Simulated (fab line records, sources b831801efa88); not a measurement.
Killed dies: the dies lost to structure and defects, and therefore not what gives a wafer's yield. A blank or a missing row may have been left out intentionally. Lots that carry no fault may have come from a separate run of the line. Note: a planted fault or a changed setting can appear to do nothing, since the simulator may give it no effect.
Matching of chambers -- flow sky130 -- SKY_VIA4_CMP_02 on cmp-01 has 4 sister chambers
The step polishes SiO2. 4 wafers are shown with their chamber, then 8 later ones without.

WAFERS PAIRED WITH THEIR CHAMBERS
wafer,chamber,motor_current_A (A)
L932.3,1,11.2
L942.3,3,11.8
L942.6,2,14.1
L943.1,0,12.7

WAFERS WITHOUT THEIR CHAMBER
wafer,motor_current_A (A)
L943.3,11.6
L943.5,11.8
L945.1,12.2
L945.3,12.1
L945.5,11.9
L950.1,14.3
L950.3,11.5
L950.6,11.5

WHICH CHAMBER EACH ONE RAN IN
wafer,from the rows above,in truth
L943.3,can't be placed: 3 or 1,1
L943.5,3,3
L945.1,can't be placed: 3 or 0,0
L945.3,can't be placed: 3 or 0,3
L945.5,3,3
L950.1,2,2
L950.3,can't be placed: 1 or 3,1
L950.6,can't be placed: 1 or 3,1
3 of 8 placed correctly. Not placeable from these rows: 5 (in 5, the candidates include the true chamber). Number placed wrongly: 0.
How it was worked out, from the rows above alone: a wafer's distance from a chamber is the root of the sum, over the readings, of the square of ((its reading less the chamber's mean) divided by the reading's scatter). If the next closest chamber is less than 2 further off than the closest, the wafer can't be placed; otherwise it belongs to the closest. Each chamber's mean is taken over the wafers shown for it. The scatter (one wafer shown for each chamber): square how far every hidden wafer sits from the nearest shown wafer, average those squares and take the square root.
